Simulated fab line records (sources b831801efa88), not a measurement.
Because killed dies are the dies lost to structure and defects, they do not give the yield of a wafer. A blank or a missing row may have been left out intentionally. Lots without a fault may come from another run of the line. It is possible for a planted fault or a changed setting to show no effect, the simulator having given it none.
Which of the tools did it? ; flow sky130 ; 13 lots, 39 wafers sampled, at 5 steps of a route of 708

## WHAT EACH GAUGE READ, for each wafer
SKY_LI_CONTACT_RS_MEAS_22: measures by four-point-probe.
lot;measured;on;LI_CONTACT_W_RS (ohm/sq)
L370;day 29 02:50;film_metro-01;0.275 0.289 0.271
L369;day 29 04:10;film_metro-02;0.285 0.287 0.275
L372;day 29 21:08;film_metro-02;0.275 0.269 0.268
L375;day 31 00:04;film_metro-03;0.270 0.273 0.275
L376;day 31 11:16;film_metro-03;0.272 0.286 0.284
L377;day 31 14:43;film_metro-01;0.270 0.285 0.275
L378;day 32 01:26;film_metro-02;0.267 0.282 0.281
L379;day 32 13:52;film_metro-02;0.282 0.283 0.286
L380;day 32 20:38;film_metro-01;0.286 0.285 0.289
L381;day 32 23:19;film_metro-02;0.282 0.276 0.281
L389;day 35 19:26;film_metro-02;24.998 24.999 24.977 25.016 25.030 24.996
L390;day 36 06:35;film_metro-02;25.080 24.906 25.111 25.099 24.895 25.090
L392;day 36 14:28;film_metro-01;0.273 0.285 0.290

SKY_CONTACT_THK_MEAS_03.
lot;measured;on;CONTACT_HDPCVD_THK (nm)
L370;day 30 06:57;film_metro-04;554 570 560
L369;day 30 08:53;film_metro-02;565 556 550
L372;day 31 02:05;film_metro-04;570 558 562
L375;day 32 05:47;film_metro-04;555 571 572
L376;day 32 15:14;film_metro-02;569 568 566
L377;day 32 19:31;film_metro-03;560 564 564
L378;day 33 06:08;film_metro-03;575 558 573
L379;day 33 17:31;film_metro-02;577 560 574
L380;day 34 01:17;film_metro-04;565 559 562
L381;day 34 03:52;film_metro-02;572 565 564
L392;day 37 18:03;film_metro-02;557 570 552

## EACH LOT AND THE TOOL THAT RAN IT (in order: tool; ch and the chambers of the sampled wafers; start)
lot;SKY_LI_CONTACT_CMP_02;SKY_LI_CONTACT_SPUTTER_20;SKY_LI_CONTACT_CVD_21
L370;cmp-01 ch 1,2, day 27 22:53;pvd_sputter-04, day 29 02:39;cvd_w-02 ch 0,1, day 29 02:43
L369;cmp-01 ch 0,2,3, day 28 00:20;pvd_sputter-04, day 29 03:58;cvd_w-02 ch 0,1, day 29 04:02
L372;cmp-01 ch 0,2, day 28 16:51;pvd_sputter-01, day 29 20:57;cvd_w-02 ch 1, day 29 21:01
L375;cmp-01 ch 0,2,3, day 29 20:01;pvd_sputter-04, day 30 23:52;cvd_w-02 ch 1, day 30 23:55
L376;cmp-02 ch 0,1,3, day 30 07:10;pvd_sputter-04, day 31 11:05;cvd_w-02 ch 0,1, day 31 11:08
L377;cmp-01 ch 1,3, day 30 10:01;pvd_sputter-01, day 31 14:31;cvd_w-02 ch 0,1, day 31 14:34
L378;cmp-02 ch 0,2,3, day 30 21:01;pvd_sputter-04, day 32 01:12;cvd_w-02 ch 0,1, day 32 01:16
L379;cmp-02 ch 2,3, day 31 08:56;pvd_sputter-04, day 32 13:39;cvd_w-01 ch 0,1, day 32 13:45
L380;cmp-02 ch 1,2,3, day 31 16:46;pvd_sputter-04, day 32 20:26;cvd_w-01 ch 0,1, day 32 20:30
L381;cmp-02 ch 0,1, day 31 19:45;pvd_sputter-03, day 32 23:05;cvd_w-01 ch 0,1, day 32 23:12
L389;cmp-02 ch 1,2, day 34 16:14;pvd_sputter-01, day 35 19:15;cvd_w-02 ch 0,1, day 35 19:19
L390;cmp-02 ch 0,1,2, day 35 03:57;pvd_sputter-01, day 36 06:24;cvd_w-01 ch 0,1, day 36 06:28
L392;cmp-02 ch 0,2,3, day 35 11:28;pvd_sputter-01, day 36 14:15;cvd_w-02 ch 0,1, day 36 14:19
- SKY_LI_CONTACT_CMP_02: polishes PSG.
- SKY_LI_CONTACT_SPUTTER_20: material TiN, target thk 20 nm, time 80 s.
- SKY_LI_CONTACT_CVD_21: deposits W, target thk 400 nm, time 120.56 s.

## AS READ BY THE TOOLS THEMSELVES (means over the sampled wafers that have a number; for cases with no such wafer, the mark the record gives instead)
SKY_LI_CONTACT_CMP_02.
lot;tool;motor_current_A (A);time_to_endpoint_s (s)
L370;cmp-01;12.7;31.4
L369;cmp-01;11.5;35.2
L372;cmp-01;12.4;28.0
L375;cmp-01;11.6;29.4
L376;cmp-02;12.7;32.8
L377;cmp-01;11.3;31.8
L378;cmp-02;12.7;30.1
L379;cmp-02;12.0;28.0
L380;cmp-02;11.8;28.9
L381;cmp-02;12.1;34.3
L389;cmp-02;11.6;32.5
L390;cmp-02;12.0;32.6
L392;cmp-02;12.1;28.5

SKY_LI_CONTACT_SPUTTER_20.
lot;tool;throttle_valve_pct (%)
L370;pvd_sputter-04;29.7
L369;pvd_sputter-04;30.1
L372;pvd_sputter-01;29.3
L375;pvd_sputter-04;29.8
L376;pvd_sputter-04;30.1
L377;pvd_sputter-01;29.8
L378;pvd_sputter-04;29.9
L379;pvd_sputter-04;30.0
L380;pvd_sputter-04;30.1
L381;pvd_sputter-03;30.6
L389;pvd_sputter-01;29.7
L390;pvd_sputter-01;29.7
L392;pvd_sputter-01;29.9

SKY_LI_CONTACT_CVD_21.
lot;tool;chamber_pressure_Torr (Torr);heater_power_outer_w (W);heater_power_w (W)
L370;cvd_w-02;40.13;474;792
L369;cvd_w-02;40.04;521;857
L372;cvd_w-02;40.04;440;733
L375;cvd_w-02;40.01;448;720
L376;cvd_w-02;40.11;511;843
L377;cvd_w-02;39.98;469;793
L378;cvd_w-02;40.01;501;854
L379;cvd_w-01;39.95;513;879
L380;cvd_w-01;40.07;520;878
L381;cvd_w-01;40.06;525;885
L389;cvd_w-02;-;-;-
L390;cvd_w-01;-;-;-
L392;cvd_w-02;40.06;507;856

## THE ANSWER, worked out from the rows above alone
Rule: the usual values come from the lots themselves. The widest of any qualifying gaps counts: lots, ordered by their means at a reading, are off when they make up no more than a third of the lots, leave a main group of 4 or more, and stand apart from it by 3 or more times the standard deviation of that group's means. If all means in a main group match to the digits the tables above print for the reading, that group is not used. A lot without any number at a reading at which 4 lots or more have one is off too. Any other lot the step has rows for is counted as sound. Order of review: gauges by route order, followed by the tools' own readings, for which a lot's mean as printed above is used. The first step at which some lot is off is used, and at that step the reading that is off furthest; a lot without a number counts as furthest.
Off: L389, L390, seen at SKY_LI_CONTACT_RS_MEAS_22 (LI_CONTACT_W_RS). Mean 0.279 ohm/sq and standard deviation 0.0046 in the main group.
If a tool, at a process step before that reading, ran all the lots that are off and no sound lot after the first of them, it fits. The gauges at SKY_LI_CONTACT_RS_MEAS_22 aren't tried: what is off there is off at SKY_LI_CONTACT_CVD_21 too, on other tools, and a gauge's error can't cause that. No candidate that was tried fits.

## WHAT HAD BEEN PUT IN BY THE SIMULATOR
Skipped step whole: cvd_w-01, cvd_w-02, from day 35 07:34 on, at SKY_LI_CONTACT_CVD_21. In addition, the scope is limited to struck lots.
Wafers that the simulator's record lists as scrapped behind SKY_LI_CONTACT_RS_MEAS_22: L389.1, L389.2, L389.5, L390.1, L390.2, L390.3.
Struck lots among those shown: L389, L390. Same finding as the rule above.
